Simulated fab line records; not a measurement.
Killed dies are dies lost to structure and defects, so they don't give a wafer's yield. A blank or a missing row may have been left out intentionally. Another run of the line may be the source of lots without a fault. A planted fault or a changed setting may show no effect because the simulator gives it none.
Which tool is to blame? :: flow sky130 :: 14 lots, 42 wafers sampled, at 2 steps of a route of 708

== WHAT THE GAUGES READ, wafer by wafer ==
No reading from a measuring or inspecting step in the record can be judged against a usual standard deviation.

== WHICH TOOL RAN EACH LOT (tool, then ch and the chambers of the sampled wafers, then the start) ==
lot: L359
SKY_FIELD_ISO_STRIP_16: plasmaAsher-03 ch 0,1, day 2 05:41
SKY_PAD_OPEN_PROBE_99: -

lot: L361
SKY_FIELD_ISO_STRIP_16: plasmaAsher-02 ch 0,1, day 2 16:03
SKY_PAD_OPEN_PROBE_99: -

lot: L362
SKY_FIELD_ISO_STRIP_16: plasmaAsher-02 ch 0,1, day 2 22:33
SKY_PAD_OPEN_PROBE_99: -

lot: L363
SKY_FIELD_ISO_STRIP_16: plasmaAsher-02 ch 1, day 3 02:46
SKY_PAD_OPEN_PROBE_99: prober-01, day 47 05:55

lot: L364
SKY_FIELD_ISO_STRIP_16: plasmaAsher-02 ch 0,1, day 3 07:28
SKY_PAD_OPEN_PROBE_99: prober-02, day 47 08:55

lot: L366
SKY_FIELD_ISO_STRIP_16: plasmaAsher-02 ch 0,1, day 3 17:09
SKY_PAD_OPEN_PROBE_99: prober-01, day 47 12:46

lot: L367
SKY_FIELD_ISO_STRIP_16: plasmaAsher-01 ch 0,1, day 4 01:15
SKY_PAD_OPEN_PROBE_99: -

lot: L368
SKY_FIELD_ISO_STRIP_16: plasmaAsher-02 ch 0,1, day 4 04:54
SKY_PAD_OPEN_PROBE_99: -

lot: L372
SKY_FIELD_ISO_STRIP_16: plasmaAsher-02 ch 0,1, day 5 01:18
SKY_PAD_OPEN_PROBE_99: -

lot: L373
SKY_FIELD_ISO_STRIP_16: plasmaAsher-02 ch 0,1, day 5 05:22
SKY_PAD_OPEN_PROBE_99: prober-01, day 49 14:04

lot: L377
SKY_FIELD_ISO_STRIP_16: plasmaAsher-03 ch 0,1, day 6 02:39
SKY_PAD_OPEN_PROBE_99: prober-02, day 50 04:31

lot: L379
SKY_FIELD_ISO_STRIP_16: plasmaAsher-01 ch 0,1, day 6 16:01
SKY_PAD_OPEN_PROBE_99: prober-01, day 50 16:01

lot: L381
SKY_FIELD_ISO_STRIP_16: plasmaAsher-01 ch 0,1, day 7 00:25
SKY_PAD_OPEN_PROBE_99: prober-02, day 50 22:08

lot: L382
SKY_FIELD_ISO_STRIP_16: plasmaAsher-01 ch 0,1, day 7 04:17
SKY_PAD_OPEN_PROBE_99: -
- SKY_FIELD_ISO_STRIP_16: strips in O2/N2.
- SKY_PAD_OPEN_PROBE_99

== WHAT THE TOOLS THEMSELVES READ (means of the sampled wafers that have a number; where no wafer has one, the mark that the record gives instead) ==
SKY_FIELD_ISO_STRIP_16.
lot: L359
tool: plasmaAsher-03
chamberPressureMTorr (mTorr): 1501.1
drypumpMotorCurrentA (A): 5.1
oesProductAu (a.u.): 0.378
stripTimeToEndpointS (s): 3.54

lot: L361
tool: plasmaAsher-02
chamberPressureMTorr (mTorr): 1499.1
drypumpMotorCurrentA (A): 5.6
oesProductAu (a.u.): 0.375
stripTimeToEndpointS (s): 3.56

lot: L362
tool: plasmaAsher-02
chamberPressureMTorr (mTorr): 1500.8
drypumpMotorCurrentA (A): 5.6
oesProductAu (a.u.): 0.374
stripTimeToEndpointS (s): 3.55

lot: L363
tool: plasmaAsher-02
chamberPressureMTorr (mTorr): 1500.5
drypumpMotorCurrentA (A): 5.5
oesProductAu (a.u.): 0.382
stripTimeToEndpointS (s): 3.58

lot: L364
tool: plasmaAsher-02
chamberPressureMTorr (mTorr): 1499.3
drypumpMotorCurrentA (A): 5.7
oesProductAu (a.u.): 0.379
stripTimeToEndpointS (s): 3.55

lot: L366
tool: plasmaAsher-02
chamberPressureMTorr (mTorr): 1500.5
drypumpMotorCurrentA (A): 5.6
oesProductAu (a.u.): 0.381
stripTimeToEndpointS (s): 3.53

lot: L367
tool: plasmaAsher-01
chamberPressureMTorr (mTorr): 1500.3
drypumpMotorCurrentA (A): 5.9
oesProductAu (a.u.): 0.379
stripTimeToEndpointS (s): 3.53

lot: L368
tool: plasmaAsher-02
chamberPressureMTorr (mTorr): 1500.7
drypumpMotorCurrentA (A): 5.7
oesProductAu (a.u.): 0.373
stripTimeToEndpointS (s): 3.54

lot: L372
tool: plasmaAsher-02
chamberPressureMTorr (mTorr): 1501.2
drypumpMotorCurrentA (A): 5.7
oesProductAu (a.u.): 0.377
stripTimeToEndpointS (s): 3.36

lot: L373
tool: plasmaAsher-02
chamberPressureMTorr (mTorr): 1500.3
drypumpMotorCurrentA (A): 5.6
oesProductAu (a.u.): 0.375
stripTimeToEndpointS (s): 3.34

lot: L377
tool: plasmaAsher-03
chamberPressureMTorr (mTorr): 1499.6
drypumpMotorCurrentA (A): 5.0
oesProductAu (a.u.): 0.377
stripTimeToEndpointS (s): 3.53

lot: L379
tool: plasmaAsher-01
chamberPressureMTorr (mTorr): 1500.4
drypumpMotorCurrentA (A): 5.9
oesProductAu (a.u.): 0.377
stripTimeToEndpointS (s): 3.52

lot: L381
tool: plasmaAsher-01
chamberPressureMTorr (mTorr): 1499.2
drypumpMotorCurrentA (A): 6.0
oesProductAu (a.u.): 0.383
stripTimeToEndpointS (s): 3.55

lot: L382
tool: plasmaAsher-01
chamberPressureMTorr (mTorr): 1499.9
drypumpMotorCurrentA (A): 6.0
oesProductAu (a.u.): 0.376
stripTimeToEndpointS (s): 3.58

SKY_PAD_OPEN_PROBE_99.
lot: L363
tool: prober-01
killed_at_M0_to_M3: 48
killed_at_M4_up: 3.3
killedAtContacts: 23
killedAtFrontEnd: 14
killedAtOther: 0.0
killedDies: 88
killedOpen: 49
killedShort: 38

lot: L364
tool: prober-02
killed_at_M0_to_M3: 45
killed_at_M4_up: 5.7
killedAtContacts: 28
killedAtFrontEnd: 18
killedAtOther: 0.7
killedDies: 97
killedOpen: 49
killedShort: 49

lot: L366
tool: prober-01
killed_at_M0_to_M3: 43
killed_at_M4_up: 4.3
killedAtContacts: 24
killedAtFrontEnd: 14
killedAtOther: 0.7
killedDies: 86
killedOpen: 42
killedShort: 44

lot: L373
tool: prober-01
killed_at_M0_to_M3: 47
killed_at_M4_up: 2.7
killedAtContacts: 23
killedAtFrontEnd: 10
killedAtOther: 0.0
killedDies: 82
killedOpen: 42
killedShort: 40

lot: L377
tool: prober-02
killed_at_M0_to_M3: 43
killed_at_M4_up: 4.0
killedAtContacts: 28
killedAtFrontEnd: 13
killedAtOther: 0.0
killedDies: 88
killedOpen: 47
killedShort: 41

lot: L379
tool: prober-01
killed_at_M0_to_M3: 33
killed_at_M4_up: 2.0
killedAtContacts: 26
killedAtFrontEnd: 16
killedAtOther: 0.3
killedDies: 77
killedOpen: 42
killedShort: 35

lot: L381
tool: prober-02
killed_at_M0_to_M3: 41
killed_at_M4_up: 5.7
killedAtContacts: 27
killedAtFrontEnd: 12
killedAtOther: 0.0
killedDies: 86
killedOpen: 44
killedShort: 42

== THE ANSWER, worked out from the rows above alone ==
Rule: the usual values come from the lots themselves. The widest of any qualifying gaps counts: lots, ordered by their means at a reading, are off when they make up no more than a third of the lots, leave a main group of 4 or more, and stand apart from it by 3 or more times the standard deviation of that group's means. A main group whose means are all the same, to the digits that the tables above print for the reading, isn't used. Also off: a lot with no number at a reading for which 4 or more lots have one. Any other lot the step has rows for is counted as sound. First the gauges in route order, then the tools' own readings, where a lot's mean is used as printed above. The first step at which some lot is off is used, and at that step the reading that is off furthest; a lot without a number counts as furthest.
Off, at SKY_FIELD_ISO_STRIP_16 on stripTimeToEndpointS: L372, L373. The main group has a mean of 3.55 s with a standard deviation of 0.018.
If a tool, at that step or one of the process steps before it, ran each lot that is off and ran no sound lot following the first of them, it fits. One candidate fits, namely plasmaAsher-02 at SKY_FIELD_ISO_STRIP_16. A fault onset in the window from L368 (day 4 04:54, its last sound lot) to L372 (day 5 01:18, its first lot off) fits.
The tool's own readings at SKY_FIELD_ISO_STRIP_16 bear it out: on the lots that are off they differ by more than 5 times the standard deviation of the sound lots' means. stripTimeToEndpointS reads 3.35 s there against 3.55 s on the sound lots.

== WHAT THE SIMULATOR HAD INSERTED ==
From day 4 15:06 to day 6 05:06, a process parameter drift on plasmaAsher-02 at SKY_FIELD_ISO_STRIP_16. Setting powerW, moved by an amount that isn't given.
Shown lots that were struck: L372, L373. The rule above found the same.
